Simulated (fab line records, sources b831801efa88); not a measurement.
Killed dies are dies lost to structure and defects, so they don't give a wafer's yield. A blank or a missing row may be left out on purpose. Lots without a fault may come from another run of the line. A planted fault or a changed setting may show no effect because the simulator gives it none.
Chamber matching | flow gf180mcu | GF_V1_CMP_26 on cmp-01: 4 sister chambers
The step polishes, stops on SiO2, t overpolish 15 s, target thk 0 nm. 8 wafers are shown with their chamber, then 12 later ones without.

WAFERS WITH THEIR CHAMBER
wafer  | chamber | motor_current_A (A) | time_to_endpoint_s (s)
L086.1 | 0       | 10.0                | 86
L086.5 | 2       | 11.8                | 83
L087.3 | 1       | 9.2                 | 83
L087.4 | 2       | 11.9                | 86
L087.6 | 1       | 9.6                 | 83
L088.3 | 3       | 9.8                 | 84
L088.5 | 3       | 9.6                 | 86
L088.6 | 0       | 9.6                 | 85

WAFERS WITHOUT THEIR CHAMBER
wafer  | motor_current_A (A) | time_to_endpoint_s (s)
L090.1 | 9.6                 | 83
L090.3 | 9.7                 | 80
L090.4 | 11.7                | 84
L091.1 | 10.2                | 81
L091.3 | 9.4                 | 79
L091.6 | 10.2                | 84
L093.1 | 10.1                | 82
L093.5 | 9.9                 | 80
L093.6 | 9.1                 | 84
L095.1 | 10.1                | 81
L095.3 | 9.7                 | 83
L095.5 | 9.8                 | 83

WHICH CHAMBER EACH WENT THROUGH
wafer  | from the rows above          | in truth
L090.1 | can't be placed: 1 or 3 or 0 | 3
L090.3 | can't be placed: 1 or 3 or 0 | 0
L090.4 | 2                            | 2
L091.1 | can't be placed: 3 or 0 or 1 | 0
L091.3 | can't be placed: 1 or 3      | 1
L091.6 | can't be placed: 0 or 3 or 1 | 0
L093.1 | can't be placed: 3 or 0 or 1 | 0
L093.5 | can't be placed: 1 or 3 or 0 | 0
L093.6 | can't be placed: 1 or 3 or 0 | 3
L095.1 | can't be placed: 3 or 1 or 0 | 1
L095.3 | can't be placed: 1 or 3 or 0 | 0
L095.5 | can't be placed: 3 or 1 or 0 | 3
Placed correctly: 1 of 12. Can't be placed from these rows: 11 (the true chamber is among the candidates in 11). Placed wrongly: 0.
How it was worked out, from the rows above alone: a wafer's distance from a chamber is the root of the sum, over the readings, of the square of ((its reading less the chamber's mean) divided by the reading's scatter). The wafer belongs to the nearest chamber; if the next one is less than 2 further off, it can't be placed. A chamber's mean is the mean of its shown wafers. The scatter: the root of (the sum of the squares of (reading less its chamber's mean) over the shown wafers, divided by (wafers less chambers)).
